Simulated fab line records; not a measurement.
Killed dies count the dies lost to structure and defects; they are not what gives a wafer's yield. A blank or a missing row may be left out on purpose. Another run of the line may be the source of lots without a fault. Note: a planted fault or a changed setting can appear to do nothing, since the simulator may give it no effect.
What tool caused it?	flow sky130	42 wafers from 14 lots sampled at 4 of the route's 708 steps

== WHAT THE GAUGES SHOWED, per wafer ==
SKY_VT_ADJUST_HVTR_CD_MEAS_07: the cd target is 380 nm. Usual: cd-nm 380.7 nm, standard deviation 2.
lot	measured	on	cd-nm (nm)	flag
L240	day 9 21:07	cd-sem-01	383.7 380.7 380.1	
L243	day 10 09:43	cd-sem-01	380.5 380.0 378.9	
L245	day 11 02:52	cd-sem-01	378.9 379.9 379.1	
L246	day 11 09:17	cd-sem-02	380.5 377.6 381.2	
L253	day 13 15:58	cd-sem-02	379.2 378.3 381.7	
L257	day 14 19:08	cd-sem-01	379.4 381.7 383.4	
L258	day 15 01:31	cd-sem-02	383.5 384.0 383.8	
L259	day 15 05:35	cd-sem-02	382.2 381.3 382.1	
L260	day 15 13:18	cd-sem-02	380.2 378.3 382.1	
L261	day 15 22:52	cd-sem-01	380.4 381.3 380.6	
L262	day 16 21:56	cd-sem-01	384.2 381.3 379.3	
L263	day 16 23:11	cd-sem-01	379.5 382.6 380.1	

SKY_SONOS_ONO_CD_MEAS_13: the cd target is 410 nm. Usual: cd-nm 410.5 nm, standard deviation 2.
lot	measured	on	cd-nm (nm)	flag
L240	day 13 05:15	cd-sem-02	411.3 409.8 411.4	
L243	day 13 14:16	cd-sem-02	410.3 409.5 409.8	
L245	day 14 11:40	cd-sem-01	414.7 413.1 412.3	
L246	day 14 18:22	cd-sem-01	409.1 411.2 410.8	
L253	day 17 08:14	cd-sem-01	410.4 411.3 411.9	
L257	day 18 17:43	cd-sem-02	410.6 413.2 413.0	
L258	day 19 00:15	cd-sem-01	413.5 409.4 412.7	
L259	day 19 03:31	cd-sem-02	408.6 408.6 406.6	
L260	day 19 11:08	cd-sem-01	411.5 410.7 409.6	
L261	day 19 20:57	cd-sem-02	412.4 411.8 412.5	
L262	day 20 22:55	cd-sem-02	409.1 408.4 408.3	
L263	day 20 23:55	cd-sem-02	408.7 410.7 408.9	

== EACH LOT AND THE TOOL THAT RAN IT (in order: tool; ch and the chambers of the sampled wafers; start) ==
lot	SKY_FIELD_ISO_WET_ETCH_29	SKY_VT_ADJUST_LVTN_STRIP_20
L240	wet-bench-04 ch 2, day 2 18:02	plasma-asher-01 ch 1, day 8 02:17
L243	wet-bench-04 ch 3, day 3 02:56	plasma-asher-02 ch 0,1, day 8 13:08
L245	wet-bench-01 ch 1, day 3 13:20	plasma-asher-03 ch 0,1, day 9 05:44
L246	wet-bench-04 ch 1, day 3 16:59	plasma-asher-01 ch 0,1, day 9 10:47
L253	wet-bench-02 ch 1, day 5 08:58	plasma-asher-01 ch 0,1, day 11 14:40
L255	wet-bench-04 ch 2, day 5 17:54	-
L256	wet-bench-04 ch 1, day 5 20:08	-
L257	wet-bench-01 ch 2, day 6 03:12	plasma-asher-01 ch 0,1, day 12 16:13
L258	wet-bench-04 ch 2, day 6 08:10	plasma-asher-01 ch 0,1, day 12 21:14
L259	wet-bench-04 ch 2, day 6 12:35	plasma-asher-02 ch 1, day 13 01:28
L260	wet-bench-01 ch 1, day 6 18:14	plasma-asher-01 ch 0,1, day 13 09:16
L261	wet-bench-01 ch 0, day 6 22:52	plasma-asher-03 ch 0,1, day 13 17:56
L262	wet-bench-02 ch 1, day 7 14:07	plasma-asher-03 ch 0,1, day 14 15:46
L263	wet-bench-04 ch 3, day 7 15:41	plasma-asher-02 ch 0,1, day 14 17:28
- SKY_FIELD_ISO_WET_ETCH_29: etches Si3N4 in H3PO4, target depth 160 nm, time 1825 s.
- SKY_VT_ADJUST_LVTN_STRIP_20: strips in O2/N2.

== AS READ BY THE TOOLS THEMSELVES (means over the sampled wafers that have a number; for cases with no such wafer, the mark the record gives instead) ==
SKY_FIELD_ISO_WET_ETCH_29. Usual: bath-guard-temp-C 160.1 C, standard deviation 0.51; bath-heat-duty-pct 27.4 %, standard deviation 1.8.
lot	tool	bath-guard-temp-C (C)	bath-heat-duty-pct (%)	flag
L240	wet-bench-04	160.7	29.6	
L243	wet-bench-04	159.9	27.0	
L245	wet-bench-01	159.6	27.5	
L246	wet-bench-04	160.4	28.8	
L253	wet-bench-02	160.4	26.8	
L255	wet-bench-04	-	-	OFF
L256	wet-bench-04	-	-	OFF
L257	wet-bench-01	159.4	28.7	
L258	wet-bench-04	160.7	30.3	
L259	wet-bench-04	160.7	30.1	
L260	wet-bench-01	159.6	27.0	
L261	wet-bench-01	160.4	24.7	
L262	wet-bench-02	160.2	26.5	
L263	wet-bench-04	159.9	27.8	

SKY_VT_ADJUST_LVTN_STRIP_20. Usual: drypump-motor-current-A 5.9 A, standard deviation 0.51; oes-product-au 0.716 a.u., standard deviation 0.0042; strip-time-to-endpoint-s 14.18 s, standard deviation 0.039.
lot	tool	drypump-motor-current-A (A)	oes-product-au (a.u.)	strip-time-to-endpoint-s (s)	flag
L240	plasma-asher-01	5.8	0.712	14.15	
L243	plasma-asher-02	5.7	0.718	14.20	
L245	plasma-asher-03	6.0	0.717	14.20	
L246	plasma-asher-01	6.1	0.711	14.11	
L253	plasma-asher-01	6.1	0.721	14.12	
L257	plasma-asher-01	6.3	0.714	14.20	
L258	plasma-asher-01	6.3	0.716	14.19	
L259	plasma-asher-02	6.1	0.715	14.20	
L260	plasma-asher-01	6.3	0.716	14.14	
L261	plasma-asher-03	6.0	0.716	14.16	
L262	plasma-asher-03	6.0	0.717	14.21	
L263	plasma-asher-02	5.4	0.715	14.13	

== THE ANSWER, worked out from the rows above alone ==
Rule: a lot is off if the mean of its wafers that have a number lies more than 3 standard deviations from the usual mean. A lot without any number at a reading at which 4 lots or more have one is off too. The other lots that the step has rows for count as sound. First the gauges in route order, then the tools' own readings, where a lot's mean is used as printed above. At the first step where some lot is off, the reading lying furthest off is the one used; lots without a number count as furthest.
Off: L255, L256, at SKY_FIELD_ISO_WET_ETCH_29 (bath-guard-temp-C). Without a number there: L255, L256.
If a tool, at that step or one of the process steps before it, ran each lot that is off and ran no sound lot following the first of them, it fits. No candidate that was tried fits.

== WHAT THE SIMULATOR HAD INSERTED ==
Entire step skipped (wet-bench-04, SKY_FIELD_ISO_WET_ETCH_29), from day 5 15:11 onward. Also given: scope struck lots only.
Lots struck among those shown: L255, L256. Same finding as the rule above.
